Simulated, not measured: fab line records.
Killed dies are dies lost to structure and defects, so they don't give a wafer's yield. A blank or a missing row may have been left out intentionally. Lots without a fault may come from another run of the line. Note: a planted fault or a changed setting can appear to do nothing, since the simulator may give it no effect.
The tool behind it: which one? || flow sky130 || 11 lots, 30 wafers sampled, at 5 steps of a route of 708

WHAT THE GAUGES SHOWED, per wafer
SKY_METAL4_CD_MEAS_13: the cd target is 300 nm.
{"lot": "L566", "measured": "day 42 06:24", "on": "cdSem-01", "cdNm (nm)": "299.9 300.4 300.9"}
{"lot": "L570", "measured": "day 43 18:45", "on": "cdSem-02", "cdNm (nm)": "298.2 297.3 298.1"}
{"lot": "L571", "measured": "day 43 21:20", "on": "cdSem-02", "cdNm (nm)": "297.8 298.5 298.2"}
{"lot": "L569", "measured": "day 43 23:20", "on": "cdSem-01", "cdNm (nm)": "298.0 298.7 299.2"}
{"lot": "L572", "measured": "day 44 08:38", "on": "cdSem-02", "cdNm (nm)": "299.5 297.7 298.9"}
{"lot": "L574", "measured": "day 45 03:21", "on": "cdSem-02", "cdNm (nm)": "300.7 300.1 300.8"}
{"lot": "L576", "measured": "day 45 10:41", "on": "cdSem-01", "cdNm (nm)": "300.4 302.0 300.3"}
{"lot": "L579", "measured": "day 45 23:42", "on": "cdSem-02", "cdNm (nm)": "301.5 302.1"}
{"lot": "L582", "measured": "day 46 11:25", "on": "cdSem-01", "cdNm (nm)": "300.2 301.2"}
{"lot": "L583", "measured": "day 47 01:12", "on": "cdSem-01", "cdNm (nm)": "299.9 299.4"}
{"lot": "L586", "measured": "day 47 15:03", "on": "cdSem-02", "cdNm (nm)": "302.5 301.1 301.1"}

SKY_METAL4_OVL_MEAS_14.
{"lot": "L566", "measured": "day 42 06:31", "on": "overlay-01", "METAL4_OVL (nm)": "4 -4 -2"}
{"lot": "L570", "measured": "day 43 18:51", "on": "overlay-01", "METAL4_OVL (nm)": "-6 -2 -7"}
{"lot": "L571", "measured": "day 43 21:26", "on": "overlay-01", "METAL4_OVL (nm)": "-8 4 1"}
{"lot": "L569", "measured": "day 43 23:27", "on": "overlay-01", "METAL4_OVL (nm)": "-1 8 0"}
{"lot": "L572", "measured": "day 44 08:44", "on": "overlay-02", "METAL4_OVL (nm)": "-2 -5 3"}
{"lot": "L574", "measured": "day 45 03:28", "on": "overlay-01", "METAL4_OVL (nm)": "3 -3 -1"}
{"lot": "L576", "measured": "day 45 10:46", "on": "overlay-02", "METAL4_OVL (nm)": "-10 -6 -10"}
{"lot": "L579", "measured": "day 45 23:49", "on": "overlay-01", "METAL4_OVL (nm)": "-4 -7"}
{"lot": "L582", "measured": "day 46 11:31", "on": "overlay-01", "METAL4_OVL (nm)": "4 1"}
{"lot": "L583", "measured": "day 47 01:19", "on": "overlay-01", "METAL4_OVL (nm)": "3 -5"}
{"lot": "L586", "measured": "day 47 15:09", "on": "overlay-02", "METAL4_OVL (nm)": "7 6 0"}

SKY_VIA4_RS_MEAS_19: the measuring method here is four-point-probe.
{"lot": "L566", "measured": "day 43 07:46", "on": "filmMetro-04", "VIA4_W_RS (ohm/sq)": "0.2264 0.2285 0.2290"}
{"lot": "L570", "measured": "day 44 19:08", "on": "filmMetro-04", "VIA4_W_RS (ohm/sq)": "0.2276 0.2277 0.2245"}
{"lot": "L571", "measured": "day 44 22:22", "on": "filmMetro-04", "VIA4_W_RS (ohm/sq)": "0.2319 0.2292 0.2332"}
{"lot": "L569", "measured": "day 45 00:52", "on": "filmMetro-03", "VIA4_W_RS (ohm/sq)": "0.2254 0.2273 0.2303"}
{"lot": "L572", "measured": "day 45 08:50", "on": "filmMetro-04", "VIA4_W_RS (ohm/sq)": "0.2238 0.2238 0.2234"}
{"lot": "L574", "measured": "day 46 02:52", "on": "filmMetro-03", "VIA4_W_RS (ohm/sq)": "0.2273 0.2254 0.2292"}
{"lot": "L576", "measured": "day 46 10:59", "on": "filmMetro-03", "VIA4_W_RS (ohm/sq)": "0.2247 0.2260 0.2278"}
{"lot": "L579", "measured": "day 46 22:04", "on": "filmMetro-01", "VIA4_W_RS (ohm/sq)": "0.5423 0.2308"}
{"lot": "L582", "measured": "day 47 10:22", "on": "filmMetro-03", "VIA4_W_RS (ohm/sq)": "0.5342 0.2277"}
{"lot": "L583", "measured": "day 47 23:34", "on": "filmMetro-04", "VIA4_W_RS (ohm/sq)": "0.5377 0.2298"}
{"lot": "L586", "measured": "day 48 13:17", "on": "filmMetro-01", "VIA4_W_RS (ohm/sq)": "0.2278 0.2274 0.2277"}

SKY_VIA4_THK_MEAS_20: measures by xrf.
{"lot": "L566", "measured": "day 43 07:53", "on": "filmMetro-04", "VIA4_W_THK (nm)": "504 498 499"}
{"lot": "L570", "measured": "day 44 19:15", "on": "filmMetro-04", "VIA4_W_THK (nm)": "509 506 511"}
{"lot": "L571", "measured": "day 44 22:28", "on": "filmMetro-04", "VIA4_W_THK (nm)": "495 505 496"}
{"lot": "L569", "measured": "day 45 00:59", "on": "filmMetro-03", "VIA4_W_THK (nm)": "504 496 495"}
{"lot": "L572", "measured": "day 45 08:56", "on": "filmMetro-04", "VIA4_W_THK (nm)": "518 520 516"}
{"lot": "L574", "measured": "day 46 02:58", "on": "filmMetro-03", "VIA4_W_THK (nm)": "501 503 496"}
{"lot": "L576", "measured": "day 46 11:04", "on": "filmMetro-03", "VIA4_W_THK (nm)": "508 502 500"}
{"lot": "L579", "measured": "day 46 22:11", "on": "filmMetro-01", "VIA4_W_THK (nm)": "214 496"}
{"lot": "L582", "measured": "day 47 10:28", "on": "filmMetro-03", "VIA4_W_THK (nm)": "215 497"}
{"lot": "L583", "measured": "day 47 23:41", "on": "filmMetro-04", "VIA4_W_THK (nm)": "215 502"}
{"lot": "L586", "measured": "day 48 13:23", "on": "filmMetro-01", "VIA4_W_THK (nm)": "502 498 500"}

WHAT TOOL EACH LOT RAN ON (gives the tool, then ch and the chambers of the sampled wafers, and finally the start)
{"lot": "L566", "SKY_VIA4_CVD_18": "cvdW-02 ch 0,1, day 43 07:37"}
{"lot": "L570", "SKY_VIA4_CVD_18": "cvdW-01 ch 0,1, day 44 18:58"}
{"lot": "L571", "SKY_VIA4_CVD_18": "cvdW-01 ch 0,1, day 44 22:13"}
{"lot": "L569", "SKY_VIA4_CVD_18": "cvdW-02 ch 0,1, day 45 00:43"}
{"lot": "L572", "SKY_VIA4_CVD_18": "cvdW-02 ch 0,1, day 45 08:41"}
{"lot": "L574", "SKY_VIA4_CVD_18": "cvdW-01 ch 0,1, day 46 02:41"}
{"lot": "L576", "SKY_VIA4_CVD_18": "cvdW-02 ch 0,1, day 46 10:49"}
{"lot": "L579", "SKY_VIA4_CVD_18": "cvdW-02 ch 1, day 46 21:54"}
{"lot": "L582", "SKY_VIA4_CVD_18": "cvdW-02 ch 0,1, day 47 10:11"}
{"lot": "L583", "SKY_VIA4_CVD_18": "cvdW-02 ch 1, day 47 23:24"}
{"lot": "L586", "SKY_VIA4_CVD_18": "cvdW-01 ch 0,1, day 48 13:07"}
- SKY_VIA4_CVD_18: deposits W, target thk 505 nm, time 152.14 s.

WHAT THE TOOLS THEMSELVES READ (means of the sampled wafers that have a number; where no wafer has one, the mark that the record gives instead)
SKY_VIA4_CVD_18.
{"lot": "L566", "tool": "cvdW-02", "heaterPowerW (W)": 853}
{"lot": "L570", "tool": "cvdW-01", "heaterPowerW (W)": 765}
{"lot": "L571", "tool": "cvdW-01", "heaterPowerW (W)": 769}
{"lot": "L569", "tool": "cvdW-02", "heaterPowerW (W)": 855}
{"lot": "L572", "tool": "cvdW-02", "heaterPowerW (W)": 842}
{"lot": "L574", "tool": "cvdW-01", "heaterPowerW (W)": 765}
{"lot": "L576", "tool": "cvdW-02", "heaterPowerW (W)": 840}
{"lot": "L579", "tool": "cvdW-02", "heaterPowerW (W)": 796}
{"lot": "L582", "tool": "cvdW-02", "heaterPowerW (W)": 854}
{"lot": "L583", "tool": "cvdW-02", "heaterPowerW (W)": 804}
{"lot": "L586", "tool": "cvdW-01", "heaterPowerW (W)": 776}

THE ANSWER, worked out from the rows above alone
Rule: the usual values come from the lots themselves. The widest of any qualifying gaps counts: lots, ordered by their means at a reading, are off when they make up no more than a third of the lots, leave a main group of 4 or more, and stand apart from it by 3 or more times the standard deviation of that group's means. Not used: any main group whose means are identical at the precision the tables above print for the reading. Also off: a lot with no number at a reading for which 4 or more lots have one. Where the step has rows for the other lots, those lots are counted as sound. Order of review: gauges by route order, followed by the tools' own readings, for which a lot's mean as printed above is used. The first step at which some lot is off is used, and at that step the reading that is off furthest; a lot without a number counts as furthest.
Off: at SKY_VIA4_RS_MEAS_19 (VIA4_W_RS), L579, L582, L583. The main group: mean 0.2273 ohm/sq, standard deviation 0.002.
If a tool, at a process step before that reading, ran all the lots that are off and no sound lot after the first of them, it fits. Those tools and the gauges at SKY_VIA4_RS_MEAS_19 are tried in the same way. One fits: cvdW-02 at SKY_VIA4_CVD_18. Its last sound lot is L576 (day 46 10:49), its first lot that is off L579 (day 46 21:54): a fault that began between those two fits.

WHAT THE SIMULATOR HAD PUT IN
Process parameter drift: cvdW-02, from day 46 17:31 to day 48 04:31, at SKY_VIA4_CVD_18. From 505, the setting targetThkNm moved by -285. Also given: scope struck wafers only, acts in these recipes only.
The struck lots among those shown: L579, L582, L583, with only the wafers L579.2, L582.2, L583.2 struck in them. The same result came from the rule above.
